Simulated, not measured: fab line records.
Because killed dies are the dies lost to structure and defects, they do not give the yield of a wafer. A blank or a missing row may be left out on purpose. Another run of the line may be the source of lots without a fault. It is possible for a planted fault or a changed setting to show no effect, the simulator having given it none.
Which tool was responsible? / flow gf180mcu / Sampling: 11 lots, 33 wafers, 5 of 602 route steps

## WHAT EACH GAUGE READ, for each wafer
GF_V4_RS_MEAS_24: measurement is done with a four-point probe.
lot=L449; measured=day 23 23:20; on=film-metro-01; V4_W_RS (ohm/sq)=0.3341 0.3282 0.3299
lot=L451; measured=day 25 19:40; on=film-metro-03; V4_W_RS (ohm/sq)=0.3287 0.3210 0.3260
lot=L452; measured=day 25 20:41; on=film-metro-04; V4_W_RS (ohm/sq)=0.3257 0.1976 0.1964
lot=L453; measured=day 26 09:55; on=film-metro-04; V4_W_RS (ohm/sq)=0.3272 0.3276 0.1958
lot=L462; measured=day 28 19:35; on=film-metro-01; V4_W_RS (ohm/sq)=0.3294 0.3300 0.3344
lot=L463; measured=day 29 10:44; on=film-metro-01; V4_W_RS (ohm/sq)=0.3278 0.3281 0.3262
lot=L464; measured=day 29 19:05; on=film-metro-04; V4_W_RS (ohm/sq)=0.3256 0.3285 0.3238
lot=L467; measured=day 30 11:34; on=film-metro-01; V4_W_RS (ohm/sq)=0.3226 0.3250 0.3257
lot=L468; measured=day 30 12:55; on=film-metro-03; V4_W_RS (ohm/sq)=0.3282 0.3271 0.3287
lot=L469; measured=day 30 18:22; on=film-metro-03; V4_W_RS (ohm/sq)=0.3263 0.3225 0.3216
lot=L470; measured=day 31 03:20; on=film-metro-03; V4_W_RS (ohm/sq)=0.3228 0.3249 0.3249

GF_V4_THK_MEAS_25: measures by xrf.
lot=L449; measured=day 23 23:27; on=film-metro-01; V4_W_THK (nm)=352 356 356
lot=L451; measured=day 25 19:47; on=film-metro-03; V4_W_THK (nm)=351 362 356
lot=L452; measured=day 25 20:48; on=film-metro-04; V4_W_THK (nm)=358 - -
lot=L453; measured=day 26 10:02; on=film-metro-04; V4_W_THK (nm)=352 351 -
lot=L462; measured=day 28 19:41; on=film-metro-01; V4_W_THK (nm)=356 354 350
lot=L463; measured=day 29 10:51; on=film-metro-01; V4_W_THK (nm)=356 353 356
lot=L464; measured=day 29 19:13; on=film-metro-04; V4_W_THK (nm)=355 352 354
lot=L467; measured=day 30 11:40; on=film-metro-01; V4_W_THK (nm)=360 357 355
lot=L468; measured=day 30 13:02; on=film-metro-03; V4_W_THK (nm)=357 359 358
lot=L469; measured=day 30 18:29; on=film-metro-03; V4_W_THK (nm)=359 363 364
lot=L470; measured=day 31 03:26; on=film-metro-03; V4_W_THK (nm)=362 362 361

## EACH LOT AND THE TOOL THAT RAN IT (in order: tool; ch and the chambers of the sampled wafers; start)
lot=L449; GF_M4_METAL_ETCH_16=rie-metal-01 ch 0,1, day 22 22:44; GF_V4_CVD_02=pecvd-01 ch 0,1, day 22 23:32; GF_V4_CVD_23=cvd-w-01 ch 0,1, day 23 23:13
lot=L451; GF_M4_METAL_ETCH_16=rie-metal-02 ch 0,1, day 24 20:03; GF_V4_CVD_02=pecvd-03 ch 0,1,2, day 24 20:50; GF_V4_CVD_23=cvd-w-02 ch 0, day 25 19:26
lot=L452; GF_M4_METAL_ETCH_16=rie-metal-03 ch 1, day 24 21:00; GF_V4_CVD_02=pecvd-03 ch 1,2, day 24 21:52; GF_V4_CVD_23=cvd-w-02 ch 0, day 25 20:28
lot=L453; GF_M4_METAL_ETCH_16=rie-metal-03 ch 0,1, day 25 11:14; GF_V4_CVD_02=pecvd-01 ch 0,2, day 25 12:02; GF_V4_CVD_23=cvd-w-02 ch 0,1, day 26 09:48
lot=L462; GF_M4_METAL_ETCH_16=rie-metal-02 ch 0,1, day 27 22:08; GF_V4_CVD_02=pecvd-03 ch 0,1,2, day 27 23:00; GF_V4_CVD_23=cvd-w-01 ch 0,1, day 28 19:27
lot=L463; GF_M4_METAL_ETCH_16=rie-metal-03 ch 1, day 28 13:05; GF_V4_CVD_02=pecvd-01 ch 1,2, day 28 13:52; GF_V4_CVD_23=cvd-w-02 ch 1, day 29 10:37
lot=L464; GF_M4_METAL_ETCH_16=rie-metal-03 ch 0,1, day 28 21:20; GF_V4_CVD_02=pecvd-03 ch 0,1, day 28 22:07; GF_V4_CVD_23=cvd-w-01 ch 0,1, day 29 18:58
lot=L467; GF_M4_METAL_ETCH_16=rie-metal-03 ch 0,1, day 29 14:41; GF_V4_CVD_02=pecvd-01 ch 0,1,2, day 29 15:28; GF_V4_CVD_23=cvd-w-02 ch 0,1, day 30 11:26
lot=L468; GF_M4_METAL_ETCH_16=rie-metal-01 ch 0,1, day 29 16:08; GF_V4_CVD_02=pecvd-04 ch 0,1, day 29 16:56; GF_V4_CVD_23=cvd-w-02 ch 0,1, day 30 12:49
lot=L469; GF_M4_METAL_ETCH_16=rie-metal-03 ch 0,1, day 29 21:35; GF_V4_CVD_02=pecvd-01 ch 0,1, day 29 22:26; GF_V4_CVD_23=cvd-w-02 ch 0,1, day 30 18:15
lot=L470; GF_M4_METAL_ETCH_16=rie-metal-03 ch 0,1, day 30 06:05; GF_V4_CVD_02=pecvd-03 ch 0,1,2, day 30 06:53; GF_V4_CVD_23=cvd-w-02 ch 1, day 31 03:12
- GF_M4_METAL_ETCH_16: etches the open film in Cl2/BCl3, stops on SiO2, target depth 750.8 nm, time 125.1 s.
- GF_V4_CVD_02: deposits SiO2 from TEOS, target thk 850 nm, time 94.851 s.
- GF_V4_CVD_23: deposits W, target thk 350 nm, time 104.9 s.

## WHAT THE TOOLS THEMSELVES READ (means of the sampled wafers that have a number; where no wafer has one, the mark that the record gives instead)
GF_M4_METAL_ETCH_16.
lot=L449; tool=rie-metal-01; drypump-motor-current-A (A)=5.7; oes-product-au (a.u.)=0.985; throttle-valve-pct (%)=28.236
lot=L451; tool=rie-metal-02; drypump-motor-current-A (A)=6.1; oes-product-au (a.u.)=0.994; throttle-valve-pct (%)=28.232
lot=L452; tool=rie-metal-03; drypump-motor-current-A (A)=6.5; oes-product-au (a.u.)=0.972; throttle-valve-pct (%)=28.247
lot=L453; tool=rie-metal-03; drypump-motor-current-A (A)=5.9; oes-product-au (a.u.)=0.985; throttle-valve-pct (%)=28.237
lot=L462; tool=rie-metal-02; drypump-motor-current-A (A)=6.1; oes-product-au (a.u.)=0.989; throttle-valve-pct (%)=28.227
lot=L463; tool=rie-metal-03; drypump-motor-current-A (A)=6.5; oes-product-au (a.u.)=0.985; throttle-valve-pct (%)=28.239
lot=L464; tool=rie-metal-03; drypump-motor-current-A (A)=5.4; oes-product-au (a.u.)=0.991; throttle-valve-pct (%)=28.232
lot=L467; tool=rie-metal-03; drypump-motor-current-A (A)=5.4; oes-product-au (a.u.)=0.986; throttle-valve-pct (%)=28.227
lot=L468; tool=rie-metal-01; drypump-motor-current-A (A)=6.0; oes-product-au (a.u.)=0.981; throttle-valve-pct (%)=28.236
lot=L469; tool=rie-metal-03; drypump-motor-current-A (A)=5.9; oes-product-au (a.u.)=0.983; throttle-valve-pct (%)=28.241
lot=L470; tool=rie-metal-03; drypump-motor-current-A (A)=5.9; oes-product-au (a.u.)=0.989; throttle-valve-pct (%)=28.229

GF_V4_CVD_02.
lot=L449; tool=pecvd-01; heater-power-w (W)=674
lot=L451; tool=pecvd-03; heater-power-w (W)=688
lot=L452; tool=pecvd-03; heater-power-w (W)=713
lot=L453; tool=pecvd-01; heater-power-w (W)=678
lot=L462; tool=pecvd-03; heater-power-w (W)=704
lot=L463; tool=pecvd-01; heater-power-w (W)=624
lot=L464; tool=pecvd-03; heater-power-w (W)=771
lot=L467; tool=pecvd-01; heater-power-w (W)=672
lot=L468; tool=pecvd-04; heater-power-w (W)=629
lot=L469; tool=pecvd-01; heater-power-w (W)=669
lot=L470; tool=pecvd-03; heater-power-w (W)=648

GF_V4_CVD_23.
lot=L449; tool=cvd-w-01; heater-power-w (W)=899
lot=L451; tool=cvd-w-02; heater-power-w (W)=701
lot=L452; tool=cvd-w-02; heater-power-w (W)=699
lot=L453; tool=cvd-w-02; heater-power-w (W)=758
lot=L462; tool=cvd-w-01; heater-power-w (W)=938
lot=L463; tool=cvd-w-02; heater-power-w (W)=772
lot=L464; tool=cvd-w-01; heater-power-w (W)=933
lot=L467; tool=cvd-w-02; heater-power-w (W)=720
lot=L468; tool=cvd-w-02; heater-power-w (W)=765
lot=L469; tool=cvd-w-02; heater-power-w (W)=749
lot=L470; tool=cvd-w-02; heater-power-w (W)=788

## THE ANSWER, worked out from the rows above alone
Rule: usual is defined by the lots themselves. The widest of any qualifying gaps counts: lots, ordered by their means at a reading, are off when they make up no more than a third of the lots, leave a main group of 4 or more, and stand apart from it by 3 or more times the standard deviation of that group's means. A main group whose means are all the same, to the digits that the tables above print for the reading, isn't used. A lot without any number at a reading at which 4 lots or more have one is off too. The other lots that the step has rows for count as sound. Order of review: gauges by route order, followed by the tools' own readings, for which a lot's mean as printed above is used. The first step at which some lot is off is used, and at that step the reading that is off furthest; a lot without a number counts as furthest.
Off: at GF_V4_RS_MEAS_24 (V4_W_RS), L452, L453. The main group: mean 0.3267 ohm/sq, standard deviation 0.0027.
If a tool, at a process step before that reading, ran all the lots that are off and no sound lot after the first of them, it fits. Those tools and the gauges at GF_V4_RS_MEAS_24 are tried in the same way. Of those tried, none fits.

## WHAT THE SIMULATOR HAD PUT IN
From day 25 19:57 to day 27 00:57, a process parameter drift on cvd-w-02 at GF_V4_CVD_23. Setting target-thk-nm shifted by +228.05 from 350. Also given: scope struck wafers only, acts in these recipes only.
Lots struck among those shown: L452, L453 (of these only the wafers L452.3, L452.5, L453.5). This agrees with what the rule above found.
